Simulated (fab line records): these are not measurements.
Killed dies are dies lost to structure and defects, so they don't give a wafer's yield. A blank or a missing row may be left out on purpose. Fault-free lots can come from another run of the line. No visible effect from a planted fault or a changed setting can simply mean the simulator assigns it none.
A struck lot beside a sound one -- flow sky130 -- 16 steps out of a route of 708
Sound: wafers L526.2, L526.4, L526.5. Struck: wafers L536.1, L536.3, L536.4. The cause is given at the end.
Order at every step that has rows: each side's tool, ch and its chambers, its first start. Under that, the readings that differ: sound wafers -- struck wafers -- difference of the means -- sigmas: that difference in standard deviations of wafers without a fault.
alike: words and numbers the same on both sides, and readings whose means are apart by under 2 such deviations; not compared: readings that were withheld, readings missing a value for some wafer, numbers with overlapping values and no deviation given by the record, and bounds like >300 which may hide the same value.
Wherever a step has rows on one side only, a row that says differs or no value, or a row with sigmas, the two part there. When numbers do not overlap yet have no deviation, they are printed without sigmas and do not part them. A reading missing from all wafers of one side parts the sides only when that side holds two or more wafers.

SKY_FIELD_ISO_THK_MEAS_02:
  struck on filmMetro-04, day 5 16:42; sound on filmMetro-04, day 3 15:05
  alike: FIELD_ISO_OXIDATION_00_THK
then, 1 step without rows for these wafers: SKY_FIELD_ISO_CVD_03 (deposits Si3N4 from DCS/NH3, target thk 165 nm, time 2830 s).
SKY_FIELD_ISO_THK_MEAS_04:
  struck on filmMetro-04, day 5 19:13; sound on filmMetro-03, day 3 16:56
  alike: FIELD_ISO_CVD_03_THK
then, 8 steps without rows for these wafers: SKY_FIELD_ISO_DEHYDRATE_05 (time 60 s); SKY_FIELD_ISO_HMDS_06 (prime time 60 s); SKY_FIELD_ISO_COAT_07 (resist thk 60 nm); SKY_FIELD_ISO_COAT_08 (resist thk 450 nm); SKY_FIELD_ISO_SOFTBAKE_09 (time 90 s); SKY_FIELD_ISO_EXPOSE_10 (exposes mask FOM, target cd 150 nm); SKY_FIELD_ISO_PEB_11; SKY_FIELD_ISO_DEVELOP_12 (develop time 60 s).
SKY_FIELD_ISO_CD_MEAS_13 targets a cd of 150 nm.
  struck on cdSem-02, day 6 14:47; sound on cdSem-01, day 4 10:10
  alike: cdNm
SKY_FIELD_ISO_ETCH_14: etches BARC in N2/H2, stops on SiO2, time 45.9 s, target depth 60 nm.
  sound on rieDiel-04 ch 0,2, day 4 10:16; struck on rieDiel-04 ch 0,2,3, day 6 14:54
  no value came back on the struck wafers for any of 5 readings (biasW (W), chamberPressureMTorr (mTorr) and others); on the sound wafers biasW (W) reads 100.4 99.8 100.0
reading,sound,struck,difference,sigmas
model.KrF-thick_of_FIELD_ISO_COAT_08.thkNm (nm),392.9 391.6 390.9,435.7 436.7 437.2,+44.7,
  not compared: rfHoursCounterH
SKY_FIELD_ISO_ETCH_15: etches the open film in CHF3/O2, stops on Si, target depth 180 nm, time 72 s.
  sound on rieDiel-04 ch 0,2, day 4 10:19; struck on rieDiel-04 ch 0,2,3, day 6 14:57
reading,sound,struck,difference,sigmas
oesProductAu (a.u.),0.943 0.940 0.931,0.377 0.370 0.374,-0.564,-81
throttleValvePct (%),8.843 8.848 8.838,8.669 8.676 8.673,-0.170,-17
model.KrF-thick_of_FIELD_ISO_COAT_08.thkNm (nm),233.6 236.7 236.1,279.8 282 281.6,+45.7,
  alike: O2_flow_sccm, biasW, drypumpMotorCurrentA
  not compared: rfHoursCounterH
SKY_FIELD_ISO_STRIP_16: strips in O2/N2.
  sound on plasmaAsher-02 ch 0,1, day 4 10:22; struck on plasmaAsher-03 ch 0,1, day 6 15:00
reading,sound,struck,difference,sigmas
oesProductAu (a.u.),0.379 0.382 0.378,0.393 0.400 0.410,+0.021,+4
stripTimeToEndpointS (s),3.52 3.56 3.53,4.01 4.03 4.03,+0.49,+12
  alike: drypumpMotorCurrentA
  not compared: rfHoursCounterH
SKY_FIELD_ISO_ETCH_17: etches Si in HBr/Cl2/O2, target depth 342 nm, time 97.7 s.
  sound on rieSi-01 ch 0,1,2, day 4 10:28; struck on rieSi-02 ch 0,1,3, day 6 15:06
  alike: HBr_flow_sccm, O2_flow_sccm, drypumpMotorCurrentA, oesProductAu, throttleValvePct
  not compared: rfHoursCounterH

WHERE THEY PART
Last at SKY_FIELD_ISO_STRIP_16 as far as this record goes, first at SKY_FIELD_ISO_ETCH_14. Later steps at which nothing parts them and some readings are alike: SKY_FIELD_ISO_ETCH_17.

WHY: the cause the simulator had injected
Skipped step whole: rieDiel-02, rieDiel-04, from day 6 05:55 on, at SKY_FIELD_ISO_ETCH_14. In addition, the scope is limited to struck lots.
